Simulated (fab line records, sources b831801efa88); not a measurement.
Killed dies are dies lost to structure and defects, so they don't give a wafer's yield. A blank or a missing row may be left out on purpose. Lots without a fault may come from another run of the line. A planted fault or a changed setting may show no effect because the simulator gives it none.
Which tool did it? | flow gf180mcu | 15 lots, 45 wafers sampled, at 5 steps of a route of 602

WHAT THE GAUGES READ, wafer by wafer
GF_V1_THK_MEAS_25: measures by xrf.
lot  | measured     | on            | V1_W_THK (nm)
L816 | day 18 02:57 | film_metro-02 | 360 361 358
L817 | day 18 10:49 | film_metro-02 | 355 360 351
L818 | day 18 21:44 | film_metro-03 | 363 361 363
L819 | day 19 06:19 | film_metro-04 | 364 356 367
L820 | day 19 17:37 | film_metro-04 | 347 352 359
L821 | day 20 00:50 | film_metro-02 | 354 351 358
L823 | day 21 00:18 | film_metro-03 | 360 360 357
L825 | day 21 20:51 | film_metro-03 | 361 355 359
L826 | day 22 00:24 | film_metro-03 | 366 369 367
L827 | day 22 15:56 | film_metro-02 | 353 354 357
L828 | day 23 01:49 | film_metro-02 | 362 361 362
L829 | day 23 07:23 | film_metro-03 | 358 358 353
L835 | day 25 03:51 | film_metro-02 | 361 357 365
L836 | day 25 12:10 | film_metro-03 | 360 356 359
L837 | day 25 18:59 | film_metro-04 | 363 356 355

GF_V2_BOW_MEAS_05.
lot  | measured     | on            | V2_BOW (um)
L816 | day 19 04:37 | film_metro-04 | 84 99 91
L817 | day 19 13:16 | film_metro-01 | 104 101 102
L818 | day 20 00:04 | film_metro-01 | 120 109 106
L819 | day 20 09:10 | film_metro-04 | 97 100 99
L820 | day 20 20:03 | film_metro-03 | 113 104 109
L821 | day 21 03:01 | film_metro-04 | 93 100 101
L823 | day 22 01:47 | film_metro-03 | 107 109 102
L825 | day 22 22:20 | film_metro-01 | 103 99 104
L826 | day 23 01:19 | film_metro-04 | 108 108 111
L827 | day 23 16:43 | film_metro-03 | 102 88 85
L828 | day 24 02:11 | film_metro-03 | 111 103 103
L829 | day 24 07:32 | film_metro-01 | 107 104 96
L835 | day 26 02:23 | film_metro-04 | 71 77 72
L836 | day 26 11:22 | film_metro-01 | 69 91 77
L837 | day 26 17:16 | film_metro-01 | 59 69 60

WHICH TOOL RAN EACH LOT (tool, then ch and the chambers of the sampled wafers, then the start)
lot  | GF_M2_SPUTTER_00             | GF_M2_SPUTTER_01             | GF_V2_CVD_00
L816 | pvd_sputter-02, day 18 03:19 | pvd_sputter-02, day 18 03:25 | hdpcvd-01 ch 0,2, day 19 04:03
L817 | pvd_sputter-03, day 18 11:10 | pvd_sputter-03, day 18 11:16 | hdpcvd-02 ch 0,2, day 19 12:41
L818 | pvd_sputter-04, day 18 22:05 | pvd_sputter-04, day 18 22:11 | hdpcvd-02 ch 0,1,2, day 19 23:29
L819 | pvd_sputter-03, day 19 06:39 | pvd_sputter-03, day 19 06:45 | hdpcvd-01 ch 0,2, day 20 08:34
L820 | pvd_sputter-02, day 19 18:02 | pvd_sputter-02, day 19 18:08 | hdpcvd-01 ch 0,1,2, day 20 19:28
L821 | pvd_sputter-02, day 20 01:10 | pvd_sputter-02, day 20 01:16 | hdpcvd-01 ch 0,1,2, day 21 02:25
L823 | pvd_sputter-02, day 21 00:40 | pvd_sputter-02, day 21 00:46 | hdpcvd-02 ch 0,2, day 22 01:13
L825 | pvd_sputter-04, day 21 21:13 | pvd_sputter-04, day 21 21:19 | hdpcvd-01 ch 0,1, day 22 21:46
L826 | pvd_sputter-03, day 22 00:46 | pvd_sputter-03, day 22 00:52 | hdpcvd-01 ch 0,1,2, day 23 00:46
L827 | pvd_sputter-02, day 22 16:18 | pvd_sputter-02, day 22 16:24 | hdpcvd-01 ch 0,2, day 23 16:10
L828 | pvd_sputter-02, day 23 02:10 | pvd_sputter-02, day 23 02:16 | hdpcvd-01 ch 0,1, day 24 01:37
L829 | pvd_sputter-03, day 23 07:44 | pvd_sputter-03, day 23 07:50 | hdpcvd-01 ch 1,2, day 24 06:58
L835 | pvd_sputter-04, day 25 04:13 | pvd_sputter-04, day 25 04:19 | hdpcvd-01 ch 0,2, day 26 01:50
L836 | pvd_sputter-04, day 25 12:32 | pvd_sputter-04, day 25 12:38 | hdpcvd-01 ch 0,1,2, day 26 10:47
L837 | pvd_sputter-03, day 25 19:21 | pvd_sputter-03, day 25 19:27 | hdpcvd-01 ch 0,1,2, day 26 16:43
- GF_M2_SPUTTER_00: material Ti, target thk 37.5 nm, time 150 s.
- GF_M2_SPUTTER_01: material TiN, target thk 30 nm, time 25 s.
- GF_V2_CVD_00: deposits SiO2, target thk 600 nm, time 100 s.

WHAT THE TOOLS THEMSELVES READ (means of the sampled wafers that have a number; where no wafer has one, the mark that the record gives instead)
GF_M2_SPUTTER_00.
lot  | tool           | cathode_dc_power_W (W) | throttle_valve_pct (%)
L816 | pvd_sputter-02 | 4000.4                 | 29.8
L817 | pvd_sputter-03 | 4000.4                 | 29.6
L818 | pvd_sputter-04 | 3999.6                 | 30.1
L819 | pvd_sputter-03 | 4000.4                 | 30.8
L820 | pvd_sputter-02 | 4000.1                 | 29.9
L821 | pvd_sputter-02 | 4000.5                 | 28.8
L823 | pvd_sputter-02 | 3999.9                 | 29.3
L825 | pvd_sputter-04 | 3999.8                 | 30.4
L826 | pvd_sputter-03 | 4000.3                 | 29.5
L827 | pvd_sputter-02 | 3999.8                 | 30.6
L828 | pvd_sputter-02 | 3999.2                 | 29.7
L829 | pvd_sputter-03 | 4000.1                 | 29.6
L835 | pvd_sputter-04 | 3999.8                 | 30.3
L836 | pvd_sputter-04 | 4000.1                 | 29.9
L837 | pvd_sputter-03 | 4000.1                 | 30.5

GF_M2_SPUTTER_01.
lot  | tool           | cathode_dc_power_W (W) | throttle_valve_pct (%)
L816 | pvd_sputter-02 | 6499.6                 | 30.1
L817 | pvd_sputter-03 | 6500.2                 | 29.4
L818 | pvd_sputter-04 | 6499.8                 | 30.0
L819 | pvd_sputter-03 | 6499.5                 | 31.0
L820 | pvd_sputter-02 | 6500.4                 | 29.8
L821 | pvd_sputter-02 | 6499.6                 | 28.9
L823 | pvd_sputter-02 | 6499.0                 | 29.2
L825 | pvd_sputter-04 | 6500.2                 | 30.5
L826 | pvd_sputter-03 | 6499.2                 | 29.4
L827 | pvd_sputter-02 | 6500.9                 | 30.7
L828 | pvd_sputter-02 | 6500.3                 | 29.7
L829 | pvd_sputter-03 | 6500.2                 | 29.6
L835 | pvd_sputter-04 | 6500.1                 | 30.6
L836 | pvd_sputter-04 | 6500.6                 | 30.1
L837 | pvd_sputter-03 | 6499.9                 | 30.6

GF_V2_CVD_00.
lot  | tool      | pressure_mtorr (mTorr) | run_length_s (s)
L816 | hdpcvd-01 | 5.992                  | 128.0
L817 | hdpcvd-02 | 6.000                  | 128.4
L818 | hdpcvd-02 | 6.008                  | 128.5
L819 | hdpcvd-01 | 6.000                  | 128.0
L820 | hdpcvd-01 | 5.998                  | 127.5
L821 | hdpcvd-01 | 6.004                  | 127.8
L823 | hdpcvd-02 | 5.998                  | 127.9
L825 | hdpcvd-01 | 5.991                  | 128.0
L826 | hdpcvd-01 | 5.993                  | 127.6
L827 | hdpcvd-01 | 5.996                  | 127.8
L828 | hdpcvd-01 | 5.989                  | 127.4
L829 | hdpcvd-01 | 5.994                  | 127.4
L835 | hdpcvd-01 | -                      | -
L836 | hdpcvd-01 | -                      | -
L837 | hdpcvd-01 | -                      | -

THE ANSWER, worked out from the rows above alone
Rule: what is usual is taken from the lots themselves. Put in order of their means at a reading, lots are off if they are a third of the lots or fewer, leave a main group of 4 or more, and stand apart from it by a gap of 3 or more times the standard deviation of the main group's means; of several such gaps the widest counts. A main group whose means are all the same, to the digits that the tables above print for the reading, isn't used. A lot without any number at a reading at which 4 lots or more have one is off too. The other lots that the step has rows for count as sound. The gauges are gone through in route order, then the tools' own readings, and for those a lot's mean is taken as printed above. The first step at which some lot is off is used, and at that step the reading that is off furthest; a lot without a number counts as furthest.
Off: L835, L836, L837, at GF_V2_CVD_00 (pressure_mtorr). Without a number there: L835, L836, L837. The main group: mean 5.997 mTorr, standard deviation 0.0053.
A tool fits if, at that step or a process step before it, it ran every lot that is off, and no sound lot after the first of them. One fits: hdpcvd-01 at GF_V2_CVD_00. Its last sound lot is L829 (day 24 06:58), its first lot that is off L835 (day 26 01:50): a fault that began between those two fits.
Blank at GF_V2_CVD_00 on the lots that are off, where sound lots have numbers: pressure_mtorr, run_length_s.

WHAT THE SIMULATOR HAD PUT IN
Skipped step whole: hdpcvd-01, from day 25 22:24 on, at GF_V2_CVD_00. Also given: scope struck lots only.
Lots struck among those shown: L835, L836, L837. The rule above found the same.
